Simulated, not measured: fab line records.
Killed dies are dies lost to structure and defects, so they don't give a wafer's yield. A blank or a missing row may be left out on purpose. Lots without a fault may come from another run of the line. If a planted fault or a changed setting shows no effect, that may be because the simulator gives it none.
fab line records	flow sky130
[record] lots = 5	wafers = 15	last-day = 50
route steps=708 shown CAPM@538 METAL3@555
lots that met no fault: from a run of the same line without faults
start-h: start of the lot's first displayed wafer, in hours after the record's first day	wait-h: hours since the lot's step before	" unchanged from the row above	L1.1+2: a row that stands for several wafers	- no value, or no start was given	* or withheld: withheld	< > ~ a bound
route shown NAME@n: a module of which the file shows steps, and the number in the route of the first	usual: the fault-free wafers' mean and standard deviation	same: alike in all rows	chamber/n: place in a boat	sites: readings site by site	_std_site: their standard deviation	_edge_site: outer sites' mean less inner sites'	radius-mm: for every site, how far away it sits from the centre of the wafer	mask NAME#n: copy n	behind: the tool/chamber that last shaped the wafer	hold: what put the lot on hold/how long, in hours/how the hold closed	device: names the non-switching transistor (n, p or np)	end of line: at the end of the route, the tests of the same wafers	a step given without rows: its recipe and nothing more	killed: at the first sort, the dies lost to defects and structure; wafer yield is something else	map: the dies of a wafer, with x for killed, . for not killed, _ for no die there
set.NAME: the run value of the setting; set.NAME@STEP: its run value at that earlier step	model.NAME: the simulator's own value behind a step, which no gauge read
lots at some steps of the route; a table a step, a row a wafer
services: a tool's chamber out of use, with start hour (start-h, from the record's first day; less than 0 if before it), hours out, and reason
[[steps]]
[step SKY_CAPM_THK_MEAS_01]
[recipe] reads = SiO2_of_CAPM_CVD_00
[usual] CAPM_CVD_00_THK = 15.47/0.2
lot.wafer	tool	chamber	start-h	wait-h	CAPM_CVD_00_THK[nm]
L548.3	film-metro-01	-	882.50	-	15.30
L548.4	"	-	"	"	15.62
L548.5	"	-	"	"	15.54
L550.1	film-metro-03	-	898.20	-	15.12
L550.2	"	-	"	"	15.28
L550.6	"	-	"	"	15.24
L558.1	film-metro-01	-	950.39	-	15.31
L558.2	"	-	"	"	15.57
L558.5	"	-	"	"	15.89
L562.2	film-metro-01	-	978.57	-	15.21
L562.3	"	-	"	"	15.44
L562.4	"	-	"	"	15.75
L568.2	film-metro-04	-	1015.36	-	15.12
L568.3	"	-	"	"	15.32
L568.5	"	-	"	"	15.38
[step SKY_CAPM_SPUTTER_02]
[recipe] material = TiN	target-thk-nm = 200	temp-c = 300	power-w = 6500	time-s = 166.7	chamber-pressure-pa = 0.4
[usual] throttle-valve-pct = 29.8/1.1
lot.wafer	tool	chamber	start-h	wait-h	throttle-valve-pct
L548.3	pvd-sputter-01	-	882.54	0.0	31.8
L548.4	"	-	"	"	29.1
L548.5	"	-	"	"	31.8
L550.1	pvd-sputter-01	-	898.26	0.1	29.2
L550.2	"	-	"	"	31.5
L550.6	"	-	"	"	31.9
L558.1	pvd-sputter-03	-	950.45	0.1	28.0
L558.2	"	-	"	"	29.3
L558.5	"	-	"	"	29.9
L562.2	pvd-sputter-03	-	978.62	0.0	29.8
L562.3	"	-	"	"	28.7
L562.4	"	-	"	"	29.3
L568.2	pvd-sputter-02	-	1015.41	0.0	30.9
L568.3	"	-	"	"	29.0
L568.5	"	-	"	"	29.7
[step SKY_CAPM_RS_MEAS_03]
[recipe] thk-meas-gauge = four-point-probe	reads = TiN_of_CAPM_SPUTTER_02
[usual] CAPM_TIN_RS = 6.95/0.09
lot.wafer	tool	chamber	start-h	wait-h	CAPM_TIN_RS[ohm/sq]
L548.3	film-metro-04	-	882.69	0.1	6.96
L548.4	"	-	"	"	6.96
L548.5	"	-	"	"	7.03
L550.1	film-metro-01	-	898.37	0.1	6.80
L550.2	"	-	"	"	6.90
L550.6	"	-	"	"	6.82
L558.1	film-metro-03	-	950.56	0.1	6.99
L558.2	"	-	"	"	7.01
L558.5	"	-	"	"	7.08
L562.2	film-metro-03	-	978.75	0.1	6.99
L562.3	"	-	"	"	6.89
L562.4	"	-	"	"	6.90
L568.2	film-metro-04	-	1015.54	0.1	6.85
L568.3	"	-	"	"	6.82
L568.5	"	-	"	"	6.92
[step SKY_CAPM_THK_MEAS_04]
[recipe] thk-meas-gauge = xrf	reads = TiN_of_CAPM_SPUTTER_02
[usual] CAPM_TIN_THK = 200/3.1
lot.wafer	tool	chamber	start-h	wait-h	CAPM_TIN_THK[nm]
L548.3	film-metro-04	-	882.79	0.1	203
L548.4	"	-	"	"	203
L548.5	"	-	"	"	201
L550.1	film-metro-01	-	898.49	0.1	201
L550.2	"	-	"	"	198
L550.6	"	-	"	"	201
L558.1	film-metro-03	-	950.68	0.1	199
L558.2	"	-	"	"	197
L558.5	"	-	"	"	196
L562.2	film-metro-03	-	978.86	0.1	200
L562.3	"	-	"	"	203
L562.4	"	-	"	"	202
L568.2	film-metro-04	-	1015.65	0.1	204
L568.3	"	-	"	"	204
L568.5	"	-	"	"	203
[step SKY_CAPM_DEHYDRATE_05]
[recipe] temp-c = 200	time-s = 60
[step SKY_CAPM_HMDS_06]
[recipe] prime-time-s = 60	prime-temp-c = 120
[step SKY_CAPM_COAT_07]
[recipe] resist = NOVOLAK	spin-rpm = 3000	resist-thk-nm = 1140
[step SKY_CAPM_SOFTBAKE_08]
[recipe] temp-c = 90	time-s = 60	resist = NOVOLAK
[step SKY_CAPM_EXPOSE_09]
[recipe] mask-id = CAPM	na = 0.6	source-shape = conventional	sigma-outer = 0.6	polarization = unpolarized	target-cd-nm = 1000	dose-mj = 159
[step SKY_CAPM_PEB_10]
[recipe] temp-c = withheld	time-s = *	resist = NOVOLAK
[step SKY_CAPM_DEVELOP_11]
[recipe] resist = NOVOLAK	developer = TMAH	develop-time-s = 60	dev-temp-c = 23
[step SKY_CAPM_OVL_MEAS_12]
[usual] CAPM_OVL = 0.2/1.3
lot.wafer	tool	chamber	start-h	wait-h	CAPM_OVL[nm]
L548.3	overlay-01	-	908.31	0.1	1.0
L548.4	"	-	"	"	0.7
L548.5	"	-	"	"	0.3
L550.1	overlay-02	-	922.94	0.1	-1.4
L550.2	"	-	"	"	0.7
L550.6	"	-	"	"	-0.8
L558.1	overlay-01	-	973.44	0.1	-0.8
L558.2	"	-	"	"	-0.8
L558.5	"	-	"	"	-1.3
L562.2	overlay-01	-	1002.60	0.1	0.5
L562.3	"	-	"	"	0.7
L562.4	"	-	"	"	0.2
L568.2	overlay-01	-	1038.05	0.1	0.3
L568.3	"	-	"	"	0.1
L568.5	"	-	"	"	-0.1
[step SKY_CAPM_METAL_ETCH_13]
[recipe] target-depth-nm = 220	stop-on = SiO2	chemistry = Cl2/BCl3	target = TiN	pressure-mtorr = 10	icp-w = 900	bias-w = 48.5	Cl2_flow_sccm = 60	bcl3-flow-sccm = 30	time-s = 62.9
[usual] drypump-motor-current-A = 6.0/0.52	oes-product-au = 0.940/0.0079	run-length-s = 90.9/0.41	throttle-valve-pct = 21.903/0.01
lot.wafer	tool	chamber	start-h	wait-h	drypump-motor-current-A	oes-product-au	rf-hours-counter-h	run-length-s	throttle-valve-pct	model.SiO2_of_CAPM_CVD_00.thk-nm
L548.3	rie-metal-03	1	908.36	0.0	6.5	0.938	-	90.5	21.909	15.3
L548.4	"	0	"	"	5.6	0.931	-	90.6	21.906	15.64
L548.5	"	0	"	"	5.6	0.929	-	90.6	21.902	15.55
L550.1	rie-metal-03	1	922.98	0.0	6.5	0.958	18	90.9	21.895	15.1
L550.2	"	0	"	"	5.6	0.948	8	90.7	21.880	15.26
L550.6	"	1	"	"	6.5	0.953	-	90.6	21.898	15.27
L558.1	rie-metal-03	1	973.48	0.0	6.5	0.934	1	90.4	21.909	15.3
L558.2	"	0	"	"	5.6	0.934	12	90.6	21.903	15.55
L558.5	"	0	"	"	5.6	0.918	-	93.6	21.921	15.1
L562.2	rie-metal-04	1	1002.63	0.0	5.8	0.934	16	91.1	21.910	15.21
L562.3	"	0	"	"	5.1	0.941	-	91.8	21.893	15.44
L562.4	"	1	"	"	5.8	0.946	-	90.8	21.907	15.73
L568.2	rie-metal-01	1	1038.08	0.0	6.6	0.953	16	90.8	21.906	15.13
L568.3	"	1	"	"	6.6	0.949	-	91.4	21.899	15.33
L568.5	"	0	"	"	5.6	0.941	-	91.1	21.918	15.4
[step SKY_CAPM_STRIP_14]
[recipe] chemistry = O2/N2	power-w = 1400	pressure-mtorr = 1500	platen-temp-c = withheld	o2-flow-sccm = 3000	n2-flow-sccm = 300	overash-fraction = 0.5
[usual] drypump-motor-current-A = 5.8/0.48	oes-product-au = 0.711/0.0044	strip-time-to-endpoint-s = 12.63/0.045
lot.wafer	tool	chamber	start-h	wait-h	drypump-motor-current-A	oes-product-au	rf-hours-counter-h	strip-time-to-endpoint-s
L548.3	plasma-asher-01	1	908.44	0.1	5.5	0.707	-	12.70
L548.4	"	0	"	"	5.5	0.708	-	12.59
L548.5	"	1	"	"	5.4	0.708	-	12.59
L550.1	plasma-asher-02	1	923.06	0.1	6.4	0.705	18	12.63
L550.2	"	0	"	"	6.3	0.708	18	12.60
L550.6	"	0	"	"	6.3	0.713	-	12.69
L558.1	plasma-asher-02	1	973.56	0.1	6.4	0.714	23	12.69
L558.2	"	0	"	"	6.3	0.705	23	12.63
L558.5	"	1	"	"	6.4	0.714	-	12.55
L562.2	plasma-asher-01	0	1002.71	0.1	5.5	0.718	91	12.59
L562.3	"	1	"	"	5.4	0.715	-	12.57
L562.4	"	0	"	"	5.5	0.712	-	12.59
L568.2	plasma-asher-04	0	1038.16	0.1	5.1	0.708	115	12.56
L568.3	"	0	"	"	5.1	0.712	-	12.55
L568.5	"	0	"	"	5.1	0.705	-	12.62
[step SKY_CAPM_STRIP_15]
[recipe] chemistry = post-etch-residue-remover	time-s = 1200	temp-c = 72.5
[step SKY_CAPM_CLEAN_16]
[recipe] chemistry = IPA	time-s = 180	temp-c = 25
[step SKY_CAPM_CLEAN_17]
[recipe] chemistry = O3/DIW	dry = n2-spin
[step SKY_METAL3_DEHYDRATE_05]
[recipe] temp-c = 200	time-s = 60
[step SKY_METAL3_HMDS_06]
[recipe] prime-time-s = 60	prime-temp-c = 120
[step SKY_METAL3_COAT_07]
[recipe] resist = BARC	temp-c = withheld	time-s = withheld	spin-rpm = 3000	resist-thk-nm = 60
[step SKY_METAL3_COAT_08]
[recipe] resist = KrF-thick	spin-rpm = 3000	resist-thk-nm = 1140
[step SKY_METAL3_SOFTBAKE_09]
[recipe] temp-c = 100	time-s = 90	resist = KrF-thick
[step SKY_METAL3_EXPOSE_10]
[recipe] mask-id = MM3	na = 0.68	source-shape = annular	sigma-inner = 0.4	sigma-outer = 0.8	target-cd-nm = 300	dose-mj = 28
[step SKY_METAL3_PEB_11]
[recipe] peb-temp-c = withheld	peb-time-s = withheld	resist = KrF-thick
[step SKY_METAL3_DEVELOP_12]
[recipe] develop-time-s = 60	resist = KrF-thick	dev-temp-c = 21
[step SKY_METAL3_CD_MEAS_13]
[recipe] target-cd-nm = 300
[usual] cd-nm = 300.1/1.4
lot.wafer	tool	chamber	start-h	wait-h	cd-nm
L548.3	cd-sem-01	-	934.53	-	299.7
L548.4	"	-	"	"	299.2
L548.5	"	-	"	"	299.5
L550.1	cd-sem-02	-	947.19	-	302.6
L550.2	"	-	"	"	302.3
L550.6	"	-	"	"	301.9
L558.1	cd-sem-02	-	998.34	-	296.7
L558.2	"	-	"	"	296.7
L558.5	"	-	"	"	295.6
L562.2	cd-sem-02	-	1025.76	-	300.6
L562.3	"	-	"	"	299.2
L562.4	"	-	"	"	300.4
L568.2	cd-sem-02	-	1060.83	-	299.8
L568.3	"	-	"	"	300.8
L568.5	"	-	"	"	298.5
[step SKY_METAL3_OVL_MEAS_14]
[usual] METAL3_OVL = 0/5.7
lot.wafer	tool	chamber	start-h	wait-h	METAL3_OVL[nm]
L548.3	overlay-01	-	934.62	0.1	-2
L548.4	"	-	"	"	2
L548.5	"	-	"	"	-3
L550.1	overlay-01	-	947.31	0.1	-11
L550.2	"	-	"	"	-11
L550.6	"	-	"	"	-15
L558.1	overlay-01	-	998.46	0.1	6
L558.2	"	-	"	"	9
L558.5	"	-	"	"	6
L562.2	overlay-02	-	1025.87	0.1	-3
L562.3	"	-	"	"	-1
L562.4	"	-	"	"	-3
L568.2	overlay-01	-	1060.93	0.1	-1
L568.3	"	-	"	"	-6
L568.5	"	-	"	"	4
[step SKY_METAL3_DESCUM_15]
[recipe] chemistry = O2	source-power-w = 150	bias-power-w = 0	pressure-mtorr = 10	temp-c = 40	time-s = 8
[usual] drypump-motor-current-A = 5.9/0.48	oes-product-au = 1.008/0.0083
lot.wafer	tool	chamber	start-h	wait-h	drypump-motor-current-A	oes-product-au	rf-hours-counter-h
L548.3	rie-metal-02	1	934.67	0.0	5.8	1.012	-
L548.4	"	1	"	"	5.8	1.013	-
L548.5	"	1	"	"	5.8	1.007	-
L550.1	rie-metal-01	1	947.35	0.0	6.6	1.001	10
L550.2	"	0	"	"	5.6	0.994	7
L550.6	"	0	"	"	5.6	0.998	-
L558.1	rie-metal-01	0	998.50	0.0	5.6	1.006	9
L558.2	"	1	"	"	6.7	0.999	13
L558.5	"	1	"	"	6.6	0.999	-
L562.2	rie-metal-03	1	1025.90	0.0	6.5	1.005	4
L562.3	"	0	"	"	5.6	1.010	-
L562.4	"	1	"	"	6.5	1.005	-
L568.2	rie-metal-01	0	1060.96	0.0	5.6	1.001	14
L568.3	"	1	"	"	6.6	1.013	-
L568.5	"	1	"	"	6.6	1.013	-
[step SKY_METAL3_ETCH_16]
[recipe] chemistry = N2/H2	target = BARC	ion-energy-ev = 200	bias-w = 100	pressure-mtorr = 30	n2-flow-sccm = 100	h2-flow-sccm = 200	icp-w = 500	stop-on = SiO2	time-s = 88.2	target-depth-a = 600
[usual] drypump-motor-current-A = 5.9/0.48	oes-product-au = 0.626/0.0047	run-length-s = 116.3/0.52	throttle-valve-pct = 13.205/0.0083
lot.wafer	tool	chamber	start-h	wait-h	drypump-motor-current-A	oes-product-au	rf-hours-counter-h	run-length-s	throttle-valve-pct
L548.3	rie-metal-02	1	934.78	0.1	5.9	0.638	-	117.2	13.209
L548.4	"	1	"	"	5.9	0.630	-	117.2	13.199
L548.5	"	1	"	"	5.8	0.619	-	117.3	13.201
L550.1	rie-metal-01	1	947.38	0.0	6.6	0.621	10	116.1	13.188
L550.2	"	0	"	"	5.6	0.626	7	116.3	13.210
L550.6	"	0	"	"	5.6	0.626	-	116.0	13.217
L558.1	rie-metal-01	0	998.53	0.0	5.6	0.632	9	116.4	13.200
L558.2	"	1	"	"	6.7	0.625	13	116.4	13.193
L558.5	"	1	"	"	6.7	0.634	-	116.7	13.215
L562.2	rie-metal-03	1	1025.93	0.0	6.5	0.626	4	115.9	13.199
L562.3	"	0	"	"	5.6	0.622	-	116.5	13.201
L562.4	"	1	"	"	6.5	0.629	-	116.3	13.197
L568.2	rie-metal-01	0	1061.00	0.0	5.6	0.626	14	116.5	13.211
L568.3	"	1	"	"	6.6	0.633	-	116.3	13.202
L568.5	"	1	"	"	6.6	0.622	-	116.4	13.221
[step SKY_METAL3_ETCH_17]
[recipe] target = SiO2	stop-on = TiN	chemistry = C4F8/O2/Ar	source-w = 1500	bias-w = 1200	pressure-mtorr = 40	c4f8-flow-sccm = withheld	O2_flow_sccm = 6	Ar_flow_sccm = 300	time-s = 3.9	target-depth-a = 150
[usual] oes-product-au = 0.753/0.0063
lot.wafer	tool	chamber	start-h	wait-h	oes-product-au	rf-hours-counter-h	model.etch.depth-nm
L548.3	rie-diel-04	3	934.91	0.1	0.748	4	15.3
L548.4	"	0	"	"	0.760	10	15.64
L548.5	"	2	"	"	0.758	-	15.55
L550.1	rie-diel-02	1	947.48	0.1	0.751	7	15.1
L550.2	"	2	"	"	0.753	3	15.26
L550.6	"	1	"	"	0.744	-	15.27
L558.1	rie-diel-04	0	998.63	0.1	0.746	11	15.3
L558.2	"	2	"	"	0.755	2	15.55
L558.5	"	1	"	"	0.740	-	15.1
L562.2	rie-diel-04	1	1026.03	0.1	0.738	4	15.21
L562.3	"	3	"	"	0.750	6	15.44
L562.4	"	0	"	"	0.757	12	15.73
L568.2	rie-diel-03	0	1061.10	0.1	0.750	18	15.13
L568.3	"	1	"	"	0.743	24	15.33
L568.5	"	3	"	"	0.751	-	15.4
[step SKY_METAL3_METAL_ETCH_18]
[recipe] target-depth-a = 8450	stop-on = SiO2	over-etch-frac = 0.3	time-s = 183.1	chemistry = Cl2/BCl3	resist-sidewall-deg = 88	pressure-mtorr = 10	icp-w = 900	bias-w = 48.5	Cl2_flow_sccm = 60	bcl3-flow-sccm = 30
[usual] drypump-motor-current-A = 5.9/0.48	oes-product-au = 0.867/0.0057	run-length-s = 211.3/0.44	throttle-valve-pct = 22.264/0.0086
lot.wafer	tool	chamber	start-h	wait-h	drypump-motor-current-A	oes-product-au	rf-hours-counter-h	run-length-s	throttle-valve-pct
L548.3	rie-metal-03	0	935.05	0.1	5.7	0.863	-	210.7	22.267
L548.4	"	0	"	"	5.6	0.867	-	211.0	22.267
L548.5	"	0	"	"	5.6	0.869	-	211.0	22.256
L550.1	rie-metal-03	0	947.50	0.0	5.7	0.860	11	210.9	22.246
L550.2	"	1	"	"	6.6	0.872	0	210.7	22.265
L550.6	"	0	"	"	5.7	0.864	-	211.4	22.264
L558.1	rie-metal-02	0	998.65	0.0	5.3	0.868	3	211.9	22.271
L558.2	"	1	"	"	5.8	0.865	22	212.4	22.258
L558.5	"	1	"	"	5.8	0.865	-	211.8	22.254
L562.2	rie-metal-02	0	1026.11	0.1	5.3	0.876	-	212.2	22.257
L562.3	"	0	"	"	5.3	0.872	-	211.5	22.257
L562.4	"	0	"	"	5.3	0.874	-	211.5	22.258
L568.2	rie-metal-02	0	1061.11	0.0	5.3	0.856	9	211.4	22.256
L568.3	"	0	"	"	5.3	0.863	-	211.5	22.256
L568.5	"	0	"	"	5.3	0.862	-	212.0	22.255
[[services]]
tool	chamber	start-h	hours	kind
rie-diel-03	0	866.18	6.6	repair
plasma-asher-02	-	878.65	6.3	repair
plasma-asher-04	-	890.12	5.9	repair
rie-metal-04	-	894.34	28.1	pm
pvd-sputter-01	-	906.76	4.3	repair
rie-diel-04	0	925.82	8.5	repair
rie-diel-02	1	929.42	10.0	repair
rie-metal-01	-	931.16	4.3	pm
rie-metal-04	-	945.63	1.4	pm
pvd-sputter-03	-	962.46	3.5	repair
pvd-sputter-02	-	971.06	2.7	repair
plasma-asher-01	-	973.34	0.6	repair
rie-diel-02	0	981.71	9.3	repair
pvd-sputter-01	-	990.27	3.0	repair
pvd-sputter-02	-	994.42	3.8	repair
plasma-asher-02	-	1001.97	5.1	repair
pvd-sputter-02	-	1002.90	4.4	repair
rie-metal-04	-	1006.62	2.8	pm
rie-diel-04	1	1007.97	4.5	repair
rie-metal-02	1	1020.23	7.6	repair
pvd-sputter-03	-	1026.80	2.7	repair
rie-diel-04	2	1037.73	9.1	repair
rie-diel-04	1	1045.96	9.5	repair
pvd-sputter-01	-	1054.18	9.4	repair
[[key]]
[first-sign] step = SKY_CAPM_METAL_ETCH_13	reading = run-length-s	direction = up	sigmas = 6.6	usual = *	struck = *
effect none on later readings
[model-effect] step = SKY_CAPM_METAL_ETCH_13	value = SiO2_of_CAPM_CVD_00.thk-nm	without = 15.9	struck = 15.1
[model-effect] step = SKY_METAL3_ETCH_17	value = etch.depth-nm	without = 15.9	struck = 15.1
met-at SKY_CAPM_METAL_ETCH_13
struck-wafers L558.5
onset-between 922.98 973.48
[fault] kind = process-parameter-drift	tool = rie-metal-03	chamber = -	onset-h = 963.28	steps = SKY_CAPM_METAL_ETCH_13	channel = time-s	offset = *	shape = step	end-h = 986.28	scope = struck-wafers-only	acts-in = *	stated = *
